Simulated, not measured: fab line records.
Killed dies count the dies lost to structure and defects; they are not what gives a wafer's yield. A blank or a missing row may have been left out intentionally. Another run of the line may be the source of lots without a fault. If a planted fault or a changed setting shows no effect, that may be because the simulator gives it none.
What tool caused it? + flow sky130 + 18 wafers from 6 lots sampled at 3 of the route's 708 steps

## WHAT THE GAUGES READ, wafer by wafer
SKY_METAL1_CD_MEAS_15: target cd 140 nm.
| lot  | measured     | on        | cd_nm (nm)        |
|------|--------------|-----------|-------------------|
| L279 | day 32 22:47 | cd_sem-02 | 140.0 139.2 140.1 |
| L283 | day 34 15:01 | cd_sem-01 | 141.0 140.0 141.4 |
| L286 | day 35 07:46 | cd_sem-01 | 139.4 139.5 139.7 |
| L294 | day 37 13:50 | cd_sem-01 | 141.7 142.6 141.9 |
| L297 | day 38 14:20 | cd_sem-01 | 141.2 139.3 140.3 |
| L300 | day 39 07:20 | cd_sem-01 | 138.0 138.6 138.8 |

## EACH LOT AND THE TOOL THAT RAN IT (in order: tool; ch and the chambers of the sampled wafers; start)
| lot  | SKY_POLY_CUT_STRIP_12                | SKY_METAL1_SPUTTER_00        |
|------|--------------------------------------|------------------------------|
| L279 | plasma_asher-02 ch 0,1, day 24 11:40 | pvd_sputter-02, day 31 19:58 |
| L283 | plasma_asher-02 ch 0,1, day 26 05:32 | pvd_sputter-04, day 33 11:44 |
| L286 | plasma_asher-01 ch 0,1, day 26 11:57 | pvd_sputter-04, day 34 04:49 |
| L294 | plasma_asher-02 ch 0,1, day 29 12:55 | pvd_sputter-02, day 36 11:48 |
| L297 | plasma_asher-01 ch 0,1, day 30 12:54 | pvd_sputter-02, day 37 12:53 |
| L300 | plasma_asher-01 ch 0,1, day 31 07:50 | pvd_sputter-02, day 38 06:05 |
- SKY_POLY_CUT_STRIP_12: strips in O2/N2.
- SKY_METAL1_SPUTTER_00: material Ti, target thk 15 nm, time 10 s.

## THE ANSWER, worked out from the rows above alone
Rule: usual is defined by the lots themselves. The widest of any qualifying gaps counts: lots, ordered by their means at a reading, are off when they make up no more than a third of the lots, leave a main group of 4 or more, and stand apart from it by 3 or more times the standard deviation of that group's means. A main group whose means are all the same, to the digits that the tables above print for the reading, isn't used. Also off: a lot with no number at a reading for which 4 or more lots have one. Any other lot the step has rows for is counted as sound.
No lot is off at any reading shown: from this, nothing can be told.

## WHAT THE SIMULATOR HAD INSERTED
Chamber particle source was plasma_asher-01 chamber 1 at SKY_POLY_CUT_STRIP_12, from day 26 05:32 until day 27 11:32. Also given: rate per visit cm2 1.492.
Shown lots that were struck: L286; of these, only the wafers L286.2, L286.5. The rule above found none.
